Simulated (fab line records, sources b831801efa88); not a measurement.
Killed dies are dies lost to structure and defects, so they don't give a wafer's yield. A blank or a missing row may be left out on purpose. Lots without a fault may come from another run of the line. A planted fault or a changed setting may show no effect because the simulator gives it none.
One fault seen from 2 desks | flow sky130 | each desk has only its own numbers; what lay behind them comes last

THE METROLOGY DESK
What the gauges read, lot by lot, whatever tool the lot ran on: means of the sampled wafers that have a number. A lot is out of limits, marked OUT, if its mean lies more than 4 standard deviations from the usual mean; the brackets give that distance.
Columns: A = FIELD_ISO_OXIDATION_01_THK at SKY_FIELD_ISO_THK_MEAS_23, usual 10.11 nm; B = FIELD_ISO_CVD_24_THK at SKY_FIELD_ISO_THK_MEAS_25, usual 597 nm; C = NWELL_OXIDATION_THK at SKY_NWELL_THK_MEAS_02, usual 10.11 nm; D = DNWELL_TW at SKY_DNWELL_TW_MEAS_09, usual 1115; E = PWDE_OVL at SKY_PWDE_OVL_MEAS_07, usual -0.7 nm; F = PWDE_TW at SKY_PWDE_TW_MEAS_10, usual 375
lot  | first seen here | A     | B   | C     | D    | E    | F
L580 | day 3 07:02     | 9.81  | 600 | 10.09 | 1112 | 0.0  | 373
L583 | day 4 02:30     | 10.24 | 595 | 9.94  | 1128 | -3.4 | 372
L595 | day 6 06:14     | 10.31 | 598 | 10.10 | 1113 | -1.6 | 373
L596 | day 6 10:59     | 10.11 | 606 | 10.16 | 1111 | -1.1 | 378
L597 | day 6 14:28     | 10.05 | 602 | 10.09 | 1114 | -3.5 | 373
L598 | day 6 19:49     | 10.12 | 600 | 10.08 | 1122 | 0.8  | 374
This desk's finding: nothing out of limits on any of the 6 lots.

THE TOOL OWNER'S DESK: wet_bench-04
The tool's own readings at SKY_FIELD_ISO_WET_ETCH_28 (etches SiO2 in dHF, target depth 23.7 nm, time 47 s): means of the sampled wafers that have a number, for each lot that ran on this tool. A lot is out of limits, marked OUT, if its mean lies more than 4 standard deviations from the usual mean; the brackets give that distance.
Columns: A = run_length_s at SKY_FIELD_ISO_WET_ETCH_28, usual 76 s
lot  | first seen here | A
L580 | day 3 16:20     | 81
L597 | day 6 17:23     | 109 (+10) OUT
L598 | day 6 21:47     | 110 (+10) OUT
This desk's finding: out of limits on L597, L598; first on L597, day 6 17:23 (run_length_s at SKY_FIELD_ISO_WET_ETCH_28). In limits: L580.

PUT TOGETHER
The tool owner's desk could have raised an alarm at day 6 17:23, on L597, L598.
The metrology desk saw nothing out of limits.
The metrology desk has L597, L598 on record, within its limits.
Of the lots named, all ran SKY_FIELD_ISO_WET_ETCH_28 on wet_bench-04.

WHAT THE SIMULATOR HAD PUT IN
Process parameter drift: wet_bench-04, from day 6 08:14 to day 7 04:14, at SKY_FIELD_ISO_WET_ETCH_28. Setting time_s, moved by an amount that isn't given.
Lots struck among those shown: L597, L598.
Hours from the fault's start to each desk's first reading out of limits: the tool owner's desk, 9.
